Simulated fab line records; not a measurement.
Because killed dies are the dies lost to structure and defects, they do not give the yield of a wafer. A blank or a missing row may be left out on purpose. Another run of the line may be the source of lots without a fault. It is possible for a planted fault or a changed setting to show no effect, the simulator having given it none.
fab line records	flow sky130
record: lots: 6	wafers: 18	last_day: 50
route steps=708 shown FIELD_ISO@19 NWELL@32 DNWELL@35 PWDE@45 SALICIDE@361 PAD_OPEN@708
lots that met no fault: taken from a fault-free run of the same line
start_h: start of the lot's first displayed wafer, in hours after the record's first day	wait_h: hours elapsed since this lot's preceding step	" as in the row above	L1.1+2: several wafers, shown together as one row	- either no value or no given start	* or withheld: withheld	< > ~ a bound
route shown NAME@n: NAME is a module with steps in the file, n the number in the route of the first one	usual: mean and standard deviation over wafers with no fault	same: alike in all rows	chamber/n: place in a boat	sites: readings site by site	_std_site: standard deviation across them	_edge_site: inner sites' mean taken away from outer sites' mean	radius_mm: for every site, how far away it sits from the centre of the wafer	mask NAME#n: copy n	behind: the last tool/chamber to shape the wafer	hold: cause of the lot's hold/its duration in hours/its outcome	device: whichever transistor did not switch (one of n, p or np)	end of line: the tests these same wafers got at the end of their route	where a step has no rows: the recipe by itself	killed: count of dies lost to structure and defects at first sort (not the wafer's yield)	map: a wafer's dies, marking killed ones x, the rest . and places with no die _
set.NAME: the setting as run; set.NAME@STEP: as run at that earlier step	model.NAME: the simulator's own value behind a step, which no gauge read
certain route steps with their lots: each step a table, each wafer a row
services: a tool's chamber out of use, with start hour (start_h, from the record's first day; less than 0 if before it), hours out, and reason
== steps ==
step: SKY_FIELD_ISO_WET_ETCH_18
recipe: chemistry: H3PO4	target_depth_nm: 25	temp_c: 160	target: Si3N4	time_s: 286
step: SKY_FIELD_ISO_CLEAN_19
recipe: chemistry: SC1/SC2	mix: 1:4:20	temp_c: 70	time_s: 150
step: SKY_FIELD_ISO_CLEAN_20
recipe: chemistry: dHF	time_s: 20	dilution: 100:1
step: SKY_FIELD_ISO_WET_ETCH_21
recipe: chemistry: dHF	dilution: 100:1	target_depth_nm: 20	dry: ipa_marangoni	target: SiO2	temp_c: 25	time_s: 400
step: SKY_FIELD_ISO_OXIDATION_22
recipe: temp_c: 950	ambient: O2	stabilise_s: 600	purge_s: 300	target_thk_a: 100	ox_time_s: 623
step: SKY_FIELD_ISO_THK_MEAS_23
recipe: reads: SiO2_of_FIELD_ISO_OXIDATION_22
usual: FIELD_ISO_OXIDATION_01_THK: 10.00/0.18
lot.wafer	tool	chamber	start_h	wait_h	FIELD_ISO_OXIDATION_01_THK[nm]
L410.1	film_metro-01	-	47.80	0.0	9.98
L410.4	"	-	"	"	9.89
L410.5	"	-	"	"	9.97
L414.1	film_metro-01	-	65.90	0.0	9.96
L414.2	"	-	"	"	9.93
L414.4	"	-	"	"	9.92
L420.1	film_metro-01	-	99.65	0.0	9.73
L420.3	"	-	"	"	9.69
L420.6	"	-	"	"	9.80
L424.1	film_metro-01	-	118.90	0.0	10.09
L424.3	"	-	"	"	10.13
L424.4	"	-	"	"	10.02
L427.1	film_metro-01	-	134.71	0.1	9.93
L427.4	"	-	"	"	9.72
L427.6	"	-	"	"	9.78
L429.1	film_metro-02	-	146.57	0.0	10.06
L429.3	"	-	"	"	10.15
L429.5	"	-	"	"	10.07
step: SKY_FIELD_ISO_CVD_24
recipe: material: SiO2	target_thk_nm: 595	temp_c: 650	sigma_open_frac: 0.3	time_s: 99.2	sih4_flow_sccm: 60	pressure_mtorr: 6
step: SKY_FIELD_ISO_THK_MEAS_25
recipe: reads: SiO2_of_FIELD_ISO_CVD_24
usual: FIELD_ISO_CVD_24_THK: 594/5.3
lot.wafer	tool	chamber	start_h	wait_h	FIELD_ISO_CVD_24_THK[nm]
L410.1	film_metro-03	-	47.97	0.1	586
L410.4	"	-	"	"	585
L410.5	"	-	"	"	588
L414.1	film_metro-01	-	66.14	0.1	596
L414.2	"	-	"	"	601
L414.4	"	-	"	"	600
L420.1	film_metro-03	-	99.78	0.0	598
L420.3	"	-	"	"	590
L420.6	"	-	"	"	599
L424.1	film_metro-03	-	119.04	0.0	597
L424.3	"	-	"	"	595
L424.4	"	-	"	"	594
L427.1	film_metro-01	-	134.84	0.0	592
L427.4	"	-	"	"	601
L427.6	"	-	"	"	596
L429.1	film_metro-01	-	146.70	0.0	605
L429.3	"	-	"	"	594
L429.5	"	-	"	"	593
step: SKY_FIELD_ISO_ANNEAL_26
recipe: temp_c: 1000	time_s: 1800	ambient: N2
step: SKY_FIELD_ISO_CMP_27
recipe: stop_on: Si3N4	t_overpolish_s: 16	down_force_psi: 4	platen_rpm: 60	target_thk_nm: 457.8	pad_velocity_m_s: 0.94248
usual: motor_current_A: 12.0/1.7	overpolish_run_s: 15.999/0.008	time_to_endpoint_s: 111/3.4
lot.wafer	tool	chamber	start_h	wait_h	motor_current_A	overpolish_run_s	time_to_endpoint_s
L410.4	cmp-02	0	49.53	0.0	12.0	16.001	116
L410.1	"	3	"	"	13.3	15.994	116
L410.5	"	0	"	"	12.0	16.003	116
L414.1	cmp-01	0	67.75	0.1	10.0	16.007	107
L414.2	"	1	"	"	12.2	15.997	109
L414.4	"	2	"	"	12.9	16.007	105
L420.3	cmp-01	2	101.34	0.0	13.6	16.005	112
L420.1	"	1	"	"	12.4	16.002	116
L420.6	"	3	"	"	9.1	15.993	114
L424.1	cmp-02	0	120.65	0.1	11.6	15.998	114
L424.4	"	1	"	"	13.1	16.010	112
L424.3	"	2	"	"	14.0	16.015	115
L427.1	cmp-02	2	136.45	0.1	13.2	15.985	111
L427.4	"	3	"	"	14.1	15.997	111
L427.6	"	1	"	"	13.5	15.985	105
L429.1	cmp-01	1	150.93	0.1	12.1	15.991	115
L429.3	"	2	"	"	14.2	15.998	106
L429.5	"	3	"	"	9.2	16.020	113
step: SKY_FIELD_ISO_WET_ETCH_28
recipe: chemistry: dHF	target_depth_nm: 23.7	target: SiO2	dilution: 10:1	temp_c: 25	time_s: 47
step: SKY_FIELD_ISO_WET_ETCH_29
recipe: chemistry: H3PO4	target_depth_nm: 160	target: Si3N4	temp_c: 160	time_s: 1825
step: SKY_FIELD_ISO_WET_ETCH_30
recipe: chemistry: dHF	target_depth_nm: 25	target: SiO2	dilution: 10:1	temp_c: 25	time_s: 50
usual: run_length_s: 78.3/2.9
lot.wafer	tool	chamber	start_h	wait_h	run_length_s	model.SiO2_of_FIELD_ISO_CVD_24.thk_nm
L410.1	wet_bench-02	0	50.37	0.0	76.7	406.3
L410.4	"	0	"	"	76.7	406.6
L410.5	"	0	"	"	76.7	406.8
L414.1	wet_bench-04	0	68.54	0.0	76.7	406.2
L414.2	"	0	"	"	76.7	405.5
L414.4	"	0	"	"	76.7	403.9
L420.1	wet_bench-04	1	102.18	0.0	82.2	405.2
L420.3	"	1	"	"	82.2	404.8
L420.6	"	1	"	"	82.2	404.8
L424.1	wet_bench-02	0	121.43	0.0	63.5	414.2
L424.3	"	0	"	"	63.5	413.7
L424.4	"	0	"	"	63.5	413.1
L427.1	wet_bench-04	1	137.24	0.0	82.3	405.8
L427.4	"	1	"	"	82.3	405.2
L427.6	"	1	"	"	82.3	404.4
L429.1	wet_bench-02	0	152.18	0.0	68.7	412.4
L429.3	"	0	"	"	68.7	411.5
L429.5	"	0	"	"	68.7	412.4
step: SKY_NWELL_CLEAN_00
recipe: chemistry: SC1/SC2	mix: 1:4:20	temp_c: 70	time_s: 150	dry: n2_spin
step: SKY_NWELL_OXIDATION_01
recipe: temp_c: 900	ambient: O2	stabilise_s: 600	purge_s: 300	target_thk_a: 100	ox_time_s: 1418
step: SKY_NWELL_THK_MEAS_02
recipe: reads: SiO2_of_NWELL_OXIDATION_01
usual: NWELL_OXIDATION_THK: 9.95/0.18
lot.wafer	tool	chamber	start_h	wait_h	NWELL_OXIDATION_THK[nm]
L410.1	film_metro-04	-	53.03	0.0	9.83
L410.4	"	-	"	"	9.52
L410.5	"	-	"	"	9.57
L414.1	film_metro-01	-	70.00	0.0	10.09
L414.2	"	-	"	"	9.92
L414.4	"	-	"	"	10.19
L420.1	film_metro-01	-	105.27	0.0	9.57
L420.3	"	-	"	"	9.84
L420.6	"	-	"	"	9.80
L424.1	film_metro-02	-	123.99	0.0	9.93
L424.3	"	-	"	"	9.85
L424.4	"	-	"	"	9.93
L427.1	film_metro-04	-	139.21	0.0	9.95
L427.4	"	-	"	"	9.96
L427.6	"	-	"	"	9.73
L429.1	film_metro-01	-	154.41	0.0	10.00
L429.3	"	-	"	"	9.88
L429.5	"	-	"	"	9.97
step: SKY_DNWELL_DEHYDRATE_00
recipe: temp_c: 200	time_s: 60
step: SKY_DNWELL_HMDS_01
recipe: prime_time_s: 60	prime_temp_c: 120
step: SKY_DNWELL_COAT_02
recipe: spin_rpm: 2000	resist_thk_nm: 3000
step: SKY_DNWELL_SOFTBAKE_03
recipe: temp_c: 110	time_s: withheld
step: SKY_DNWELL_EXPOSE_04
recipe: mask_id: DNM	na: 0.57	target_cd_nm: 3000	dose_mj: 222
step: SKY_DNWELL_PEB_05
recipe: temp_c: 115	time_s: withheld
step: SKY_DNWELL_DEVELOP_06
recipe: wall_angle_deg: 90	developer: TMAH	develop_time_s: 60	dev_temp_c: 23
step: SKY_DNWELL_IMPLANT_07
recipe: species: P	energy_kev: withheld	dose_cm2: withheld	tilt_deg: withheld
step: SKY_DNWELL_STRIP_08
recipe: chemistry: O2/N2	power_w: 1400	pressure_mtorr: 1500	platen_temp_c: withheld	o2_flow_sccm: 3000	n2_flow_sccm: 300	overash_fraction: 0.5
usual: drypump_motor_current_A: 5.7/0.32	o2_flow_sccm: 3000/9.4	oes_product_au: 0.723/0.0047	strip_time_to_endpoint_s: 36.98/0.11
lot.wafer	tool	chamber	start_h	wait_h	drypump_motor_current_A	o2_flow_sccm	oes_product_au	rf_hours_counter_h	strip_time_to_endpoint_s
L410.1	plasma_asher-02	1	69.18	0.1	5.8	3002	0.724	40	37.02
L410.4	"	1	"	"	5.8	2988	0.717	-	37.02
L410.5	"	0	"	"	5.8	2996	0.716	-	36.93
L414.1	plasma_asher-03	1	87.07	0.1	5.8	2989	0.728	28	36.89
L414.2	"	0	"	"	4.9	3025	0.719	28	36.77
L414.4	"	1	"	"	5.8	3005	0.725	-	36.75
L420.1	plasma_asher-03	1	123.62	0.1	5.8	2996	0.724	31	36.97
L420.3	"	0	"	"	4.9	3009	0.723	-	36.94
L420.6	"	1	"	"	5.8	2998	0.722	-	36.93
L424.1	plasma_asher-03	0	143.23	0.1	4.9	3017	0.724	35	36.93
L424.3	"	1	"	"	5.8	3008	0.725	-	37.09
L424.4	"	0	"	"	4.9	3013	0.724	-	37.01
L427.1	plasma_asher-02	0	158.37	0.1	5.7	2992	0.713	6	36.82
L427.4	"	0	"	"	5.7	3003	0.723	-	36.94
L427.6	"	0	"	"	5.7	3013	0.715	-	36.94
L429.1	plasma_asher-04	0	174.42	0.1	5.8	3000	0.729	48	37.19
L429.3	"	1	"	"	6.0	2997	0.712	-	37.11
L429.5	"	0	"	"	5.9	3007	0.725	-	37.12
step: SKY_DNWELL_TW_MEAS_09
usual: DNWELL_TW: 1124/9.3
lot.wafer	tool	chamber	start_h	wait_h	DNWELL_TW
L410.1	film_metro-01	-	69.28	0.1	1131
L410.4	"	-	"	"	1131
L410.5	"	-	"	"	1138
L414.1	film_metro-04	-	87.17	0.1	1120
L414.2	"	-	"	"	1112
L414.4	"	-	"	"	1119
L420.1	film_metro-01	-	123.72	0.1	1124
L420.3	"	-	"	"	1131
L420.6	"	-	"	"	1128
L424.1	film_metro-04	-	143.33	0.1	1106
L424.3	"	-	"	"	1104
L424.4	"	-	"	"	1115
L427.1	film_metro-04	-	158.47	0.1	1112
L427.4	"	-	"	"	1120
L427.6	"	-	"	"	1112
L429.1	film_metro-04	-	174.52	0.1	1125
L429.3	"	-	"	"	1131
L429.5	"	-	"	"	1123
step: SKY_PWDE_DEHYDRATE_00
recipe: temp_c: 200	time_s: 60
step: SKY_PWDE_HMDS_01
recipe: prime_time_s: 60	prime_temp_c: 120
step: SKY_PWDE_COAT_02
recipe: spin_rpm: 2000	resist_thk_nm: 3000
step: SKY_PWDE_SOFTBAKE_03
recipe: temp_c: 110	time_s: withheld
step: SKY_PWDE_EXPOSE_04
recipe: mask_id: PWDEM	na: 0.6	source_shape: conventional	sigma_outer: 0.6	polarization: unpolarized	target_cd_nm: 840	dose_mj: 214
step: SKY_PWDE_PEB_05
recipe: temp_c: 115	time_s: withheld
step: SKY_PWDE_DEVELOP_06
recipe: wall_angle_deg: 90	developer: TMAH	develop_time_s: 60	dev_temp_c: 23
step: SKY_PWDE_OVL_MEAS_07
usual: PWDE_OVL: -1.2/1.4
lot.wafer	tool	chamber	start_h	wait_h	PWDE_OVL[nm]
L410.1	overlay-02	-	86.23	-	-2.5
L410.4	"	-	"	"	-1.8
L410.5	"	-	"	"	-2.1
L414.1	overlay-01	-	104.18	-	0.0
L414.2	"	-	"	"	-3.2
L414.4	"	-	"	"	-1.8
L420.1	overlay-01	-	142.42	-	0.2
L420.3	"	-	"	"	0.7
L420.6	"	-	"	"	-0.2
L424.1	overlay-02	-	162.63	-	-1.1
L424.3	"	-	"	"	-2.9
L424.4	"	-	"	"	-1.4
L427.1	overlay-02	-	178.23	-	0.1
L427.4	"	-	"	"	-1.1
L427.6	"	-	"	"	1.0
L429.1	overlay-01	-	195.53	-	-3.5
L429.3	"	-	"	"	-2.7
L429.5	"	-	"	"	-2.0
step: SKY_PWDE_IMPLANT_08
recipe: species: B	energy_kev: 150	dose_cm2: 3.6e+12	tilt_deg: withheld
step: SKY_PWDE_STRIP_09
recipe: chemistry: O2/N2	power_w: 1400	pressure_mtorr: 1500	platen_temp_c: withheld	o2_flow_sccm: 3000	n2_flow_sccm: 300	overash_fraction: 0.5
usual: drypump_motor_current_A: 5.83/0.1	o2_flow_sccm: 3001/9.3	oes_product_au: 0.722/0.0046	strip_time_to_endpoint_s: 36.97/0.095
lot.wafer	tool	chamber	start_h	wait_h	drypump_motor_current_A	o2_flow_sccm	oes_product_au	rf_hours_counter_h	strip_time_to_endpoint_s
L410.1	plasma_asher-04	0	86.42	0.1	5.78	2986	0.724	42	37.13
L410.4	"	0	"	"	5.79	2978	0.718	-	36.96
L410.5	"	1	"	"	6.01	3004	0.721	-	37.05
L414.1	plasma_asher-02	0	104.37	0.1	5.74	2998	0.719	43	36.91
L414.2	"	1	"	"	5.78	2998	0.731	43	36.87
L414.4	"	0	"	"	5.75	3010	0.726	-	36.85
L420.1	plasma_asher-01	0	142.61	0.1	5.84	2988	0.722	41	37.14
L420.3	"	1	"	"	5.93	3016	0.721	-	36.90
L420.6	"	1	"	"	5.93	3013	0.727	-	36.95
L424.1	plasma_asher-04	1	162.82	0.1	6.02	2998	0.718	47	36.92
L424.3	"	0	"	"	5.75	3007	0.724	-	36.91
L424.4	"	1	"	"	6.03	2999	0.717	-	36.99
L427.1	plasma_asher-04	0	178.42	0.1	5.81	2995	0.714	49	37.05
L427.4	"	1	"	"	6.03	3010	0.724	-	37.12
L427.6	"	1	"	"	6.03	3009	0.718	-	37.14
L429.1	plasma_asher-04	1	195.72	0.1	6.02	2991	0.728	50	36.91
L429.3	"	0	"	"	5.80	3014	0.718	-	36.91
L429.5	"	1	"	"	6.04	2991	0.727	-	36.92
step: SKY_PWDE_TW_MEAS_10
usual: PWDE_TW: 377.3/2.5
lot.wafer	tool	chamber	start_h	wait_h	PWDE_TW
L410.1	film_metro-04	-	86.52	0.1	376.7
L410.4	"	-	"	"	376.0
L410.5	"	-	"	"	375.1
L414.1	film_metro-01	-	104.47	0.1	376.3
L414.2	"	-	"	"	375.6
L414.4	"	-	"	"	375.2
L420.1	film_metro-02	-	142.71	0.1	377.8
L420.3	"	-	"	"	377.9
L420.6	"	-	"	"	378.3
L424.1	film_metro-02	-	162.92	0.1	378.8
L424.3	"	-	"	"	378.5
L424.4	"	-	"	"	378.7
L427.1	film_metro-04	-	178.52	0.1	378.6
L427.4	"	-	"	"	376.6
L427.6	"	-	"	"	377.5
L429.1	film_metro-04	-	195.82	0.1	378.9
L429.3	"	-	"	"	377.3
L429.5	"	-	"	"	377.4
step: SKY_NWELL_DEHYDRATE_03
recipe: temp_c: 200	time_s: 60
step: SKY_NWELL_HMDS_04
recipe: prime_time_s: 60	prime_temp_c: 120
step: SKY_NWELL_COAT_05
recipe: spin_rpm: 2000	resist_thk_nm: 3000
step: SKY_NWELL_SOFTBAKE_06
recipe: temp_c: 110	time_s: withheld
step: SKY_NWELL_EXPOSE_07
recipe: mask_id: NWM	na: 0.6	source_shape: conventional	sigma_outer: 0.6	polarization: unpolarized	target_cd_nm: 840	dose_mj: 255
step: SKY_SALICIDE_CLEAN_00
recipe: chemistry: HF-last	time_s: 30	dilution: 100:1	dry: ipa_marangoni
lot.wafer	tool	chamber	start_h	wait_h	model.SiO2_of_FIELD_ISO_CVD_24.thk_nm
L410.1	wet_bench-03	0	670.37	0.1	360.2
L410.4	"	0	"	"	360.5
L410.5	"	0	"	"	360.6
L414.1	wet_bench-03	3	702.83	0.1	359.7
L414.2	"	3	"	"	358.9
L414.4	"	3	"	"	357.2
L420.1	wet_bench-02	0	775.97	0.1	358.9
L420.3	"	0	"	"	358.5
L420.6	"	0	"	"	358.3
L424.1	wet_bench-02	2	779.98	0.1	367.6
L424.3	"	2	"	"	367.1
L424.4	"	2	"	"	366.5
L427.1	wet_bench-02	1	804.93	0.1	359
L427.4	"	1	"	"	358.7
L427.6	"	1	"	"	357.8
L429.1+5	wet_bench-03	0	818.08	0.1	366
L429.3	"	0	"	"	365.1
step: SKY_PAD_OPEN_PROBE_99
usual: killed_at_M0_to_M3: 44/7.7	killed_at_M4_up: 3.2/1.7	killed_at_contacts: 24/5.3	killed_at_front_end: 15/4.3	killed_at_other: 0.3/0.57	killed_dies: 87/11	killed_open: 47/7.4	killed_short: 40/6.5
same: gross_dies: 492	killed_at_back_side: 0
lot.wafer	tool	chamber	start_h	wait_h	killed_at_M0_to_M3	killed_at_M4_up	killed_at_contacts	killed_at_front_end	killed_at_other	killed_dies	killed_open	killed_short	model.etest.pfet_16v.r_on_ohm_um	model.etest.field_n.vt_v	model.etest.sram_nfet_pass.off_log10_a_um
L410.1	prober-01	-	1091.20	0.1	50	1	38	22	0	111	57	54	1.536e+04	35.72	-12.33
L410.4	prober-01	-	1091.35	0.2	42	2	30	13	0	87	42	45	1.538e+04	35.95	-12.38
L410.5	prober-01	-	1091.40	0.2	52	6	22	16	0	96	56	40	1.56e+04	35.96	-12.87
L414.1	prober-01	-	1117.37	0.1	46	3	25	12	0	86	48	38	1.536e+04	36.29	-12.41
L414.2	prober-01	-	1117.42	0.1	47	5	15	17	0	84	40	44	1.518e+04	36	-12.63
L414.4	prober-01	-	1117.52	0.2	44	4	30	20	1	99	47	52	1.501e+04	35.49	-12.72
L420.1	prober-02	-	1167.89	0.1	41	2	26	12	0	81	45	36	1.519e+04	35.81	-12.89
L420.3	prober-02	-	1167.99	0.2	41	1	20	19	1	82	43	39	1.51e+04	35.8	-12.71
L420.6	prober-02	-	1168.14	0.2	42	1	22	14	2	81	49	32	1.519e+04	35.75	-12.55
L424.1	prober-01	-	1169.55	0.1	50	4	33	14	0	101	57	44	1.561e+04	36.54	-12.99
L424.3	prober-01	-	1169.65	0.2	53	5	18	12	1	89	46	42	1.541e+04	36.52	-12.95
L424.4	prober-01	-	1169.70	0.2	45	2	22	15	0	84	49	35	1.564e+04	36.58	-12.99
L427.1	prober-02	-	1187.54	0.1	36	1	24	16	1	78	39	39	1.505e+04	35.55	-12.62
L427.4	prober-02	-	1187.69	0.2	38	2	22	17	0	79	43	36	1.531e+04	35.98	-12.68
L427.6	prober-02	-	1187.79	0.2	33	3	20	23	0	79	43	36	1.494e+04	35.58	-12.67
L429.1	prober-02	-	1191.10	0.1	62	4	33	12	1	112	65	47	1.544e+04	35.85	-13.14
L429.3	prober-02	-	1191.20	0.2	42	2	18	22	0	84	46	38	1.543e+04	36	-12.9
L429.5	prober-02	-	1191.30	0.2	54	1	29	20	0	104	62	41	1.565e+04	36.18	-12.6
killed by level:class
L410.1 CONTACT:geometric_particle:open=14 CONTACT:geometric_particle:short=10 LI_CONTACT:geometric_particle:open=9 METAL1:geometric_particle:short=7 VIA1:geometric_particle:short=7 FIELD_ISO:geometric_particle:open=6 VIA3:geometric_particle:open=6 POLY_GATE:geometric_particle:open=5
L410.4 CONTACT:geometric_particle:open=9 VIA1:geometric_particle:open=9 METAL2:geometric_particle:short=8 LI_CONTACT:geometric_particle:open=7 CONTACT:geometric_particle:short=7 VIA1:geometric_particle:short=6 FIELD_ISO:geometric_particle:open=5 LI_CONTACT:geometric_particle:short=5
L410.5 VIA1:geometric_particle:open=13 FIELD_ISO:geometric_particle:open=9 VIA3:geometric_particle:open=8 CONTACT:geometric_particle:open=8 CONTACT:geometric_particle:short=6 VIA1:geometric_particle:short=6 VIA2:geometric_particle:open=5 METAL2:geometric_particle:short=5
L414.1 CONTACT:geometric_particle:open=11 VIA1:geometric_particle:open=11 VIA3:geometric_particle:open=9 CONTACT:geometric_particle:short=6 METAL2:geometric_particle:short=6 FIELD_ISO:geometric_particle:open=4 LI_CONTACT:geometric_particle:open=4 METAL1:geometric_particle:short=4
L414.2 VIA1:geometric_particle:short=9 VIA3:geometric_particle:open=8 FIELD_ISO:geometric_particle:short=7 METAL2:geometric_particle:short=7 VIA1:geometric_particle:open=6 CONTACT:geometric_particle:open=5 CONTACT:geometric_particle:short=5 VIA2:geometric_particle:open=4
L414.4 FIELD_ISO:geometric_particle:open=9 METAL2:geometric_particle:short=8 LI_CONTACT:geometric_particle:open=8 CONTACT:geometric_particle:short=7 VIA3:geometric_particle:open=7 CONTACT:geometric_particle:open=6 VIA1:geometric_particle:open=6 FIELD_ISO:geometric_particle:short=5
L420.1 VIA1:geometric_particle:open=12 CONTACT:geometric_particle:open=7 CONTACT:geometric_particle:short=7 METAL2:geometric_particle:short=5 FIELD_ISO:geometric_particle:open=4 POLY_GATE:geometric_particle:open=4 LI_CONTACT:geometric_particle:open=4 LOCAL_INTERCONNECT:geometric_particle:short=4
L420.3 VIA1:geometric_particle:open=10 VIA2:geometric_particle:open=8 LI_CONTACT:geometric_particle:open=6 CONTACT:geometric_particle:open=6 POLY_GATE:geometric_particle:short=5 CONTACT:geometric_particle:short=5 VIA3:geometric_particle:open=5 FIELD_ISO:geometric_particle:short=4
L420.6 VIA1:geometric_particle:open=11 LI_CONTACT:geometric_particle:open=9 VIA2:geometric_particle:open=9 CONTACT:geometric_particle:open=8 FIELD_ISO:geometric_particle:open=5 VIA1:geometric_particle:short=5 FIELD_ISO:geometric_particle:short=4 METAL1:geometric_particle:short=3
L424.1 VIA1:geometric_particle:open=15 LI_CONTACT:geometric_particle:open=12 CONTACT:geometric_particle:open=10 METAL1:geometric_particle:short=9 VIA2:geometric_particle:open=6 FIELD_ISO:geometric_particle:short=4 POLY_GATE:geometric_particle:open=4 VIA1:geometric_particle:short=4
L424.3 VIA1:geometric_particle:open=15 CONTACT:geometric_particle:short=8 VIA2:geometric_particle:open=7 VIA3:geometric_particle:open=6 METAL1:geometric_particle:short=6 LI_CONTACT:geometric_particle:open=5 METAL2:geometric_particle:short=5 FIELD_ISO:geometric_particle:short=4
L424.4 LI_CONTACT:geometric_particle:open=12 VIA1:geometric_particle:open=11 VIA2:geometric_particle:open=6 CONTACT:geometric_particle:open=5 METAL2:geometric_particle:short=5 FIELD_ISO:geometric_particle:short=4 FIELD_ISO:geometric_particle:open=4 VIA3:geometric_particle:short=4
L427.1 CONTACT:geometric_particle:open=8 VIA1:geometric_particle:open=7 VIA3:geometric_particle:open=7 VIA1:geometric_particle:short=6 FIELD_ISO:geometric_particle:open=5 FIELD_ISO:geometric_particle:short=5 CONTACT:geometric_particle:short=5 VIA3:geometric_particle:short=5
L427.4 VIA3:geometric_particle:open=9 VIA1:geometric_particle:open=7 LI_CONTACT:geometric_particle:open=6 CONTACT:geometric_particle:short=6 VIA2:geometric_particle:open=6 FIELD_ISO:geometric_particle:short=5 POLY_GATE:geometric_particle:short=4 LOCAL_INTERCONNECT:geometric_particle:short=4
L427.6 VIA1:geometric_particle:open=9 LI_CONTACT:geometric_particle:open=6 FIELD_ISO:geometric_particle:open=5 CONTACT:geometric_particle:open=5 FIELD_ISO:geometric_particle:short=4 POLY_GATE:geometric_particle:short=4 VIA2:geometric_particle:open=4 LOCAL_INTERCONNECT:geometric_particle:short=4
L429.1 VIA1:geometric_particle:open=13 CONTACT:geometric_particle:open=13 VIA3:geometric_particle:open=11 METAL2:geometric_particle:short=10 VIA1:geometric_particle:short=8 LI_CONTACT:geometric_particle:open=7 METAL1:geometric_particle:short=7 VIA2:geometric_particle:open=6
L429.3 VIA1:geometric_particle:open=11 FIELD_ISO:geometric_particle:short=10 CONTACT:geometric_particle:open=7 LI_CONTACT:geometric_particle:open=6 VIA1:geometric_particle:short=6 POLY_GATE:geometric_particle:open=5 VIA2:geometric_particle:short=5 VIA3:geometric_particle:open=5
L429.5 VIA1:geometric_particle:open=17 VIA3:geometric_particle:open=14 CONTACT:geometric_particle:short=9 CONTACT:geometric_particle:open=8 POLY_GATE:geometric_particle:short=7 LI_CONTACT:geometric_particle:open=7 POLY_GATE:geometric_particle:open=5 METAL1:geometric_particle:short=5
== services ==
tool	chamber	start_h	hours	kind
cmp-01	-	28.54	1.4	repair
cmp-02	-	31.30	4.3	pm
plasma_asher-02	-	33.59	4.4	repair
plasma_asher-02	-	38.82	5.7	repair
plasma_asher-03	-	60.67	6.4	repair
cmp-02	-	64.00	4.0	pm
cmp-01	-	71.52	0.9	repair
cmp-01	-	71.85	1.1	repair
plasma_asher-03	-	88.68	14.6	pm
cmp-02	-	95.06	4.3	repair
plasma_asher-02	-	108.75	9.0	pm
cmp-01	-	115.92	8.3	pm
wet_bench-02	-	116.71	4.4	pm
plasma_asher-04	-	123.92	31.8	pm
cmp-01	-	125.21	14.4	repair
cmp-02	-	148.09	5.9	pm
plasma_asher-04	-	155.69	4.3	pm
wet_bench-02	-	171.74	4.1	repair
wet_bench-02	-	268.86	6.6	repair
plasma_asher-04	-	421.25	9.0	pm
wet_bench-02	-	535.57	1.0	repair
wet_bench-02	-	558.00	1.9	pm
wet_bench-02	-	578.50	26.9	pm
wet_bench-02	-	714.54	2.2	repair
== key ==
first_sign: step: SKY_FIELD_ISO_WET_ETCH_30	reading: run_length_s	direction: down	sigmas: 4.2	usual: *	struck: *
effect none on later readings
model_effect: step: SKY_FIELD_ISO_WET_ETCH_30	value: SiO2_of_FIELD_ISO_CVD_24.thk_nm	without: 405.2	struck: 412.9
model_effect: step: SKY_SALICIDE_CLEAN_00	value: SiO2_of_FIELD_ISO_CVD_24.thk_nm	without: 358.7	struck: 366.4
model_effect: step: SKY_PAD_OPEN_PROBE_99	value: etest.pfet_16v.r_on_ohm_um	without: 1.52e+04	struck: 1.553e+04
met_at SKY_FIELD_ISO_WET_ETCH_30
struck_wafers L424.1,L424.3,L424.4,L429.1,L429.3,L429.5
tester_left_out L424,L429
onset_between 50.37 121.43
fault: kind: process_parameter_drift	tool: wet_bench-02	chamber: -	onset_h: 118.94	steps: SKY_FIELD_ISO_WET_ETCH_30	channel: time_s	offset: *	shape: step	end_h: 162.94	acts_in: *	stated: *
tester_left_out: of these lots the tester's yield and bins aren't shown, on N5 and GAA mostly nor the transistor test; their killed dies are dies lost to structure and defects alone, not to doping, threshold or leakage, so they don't give the yield
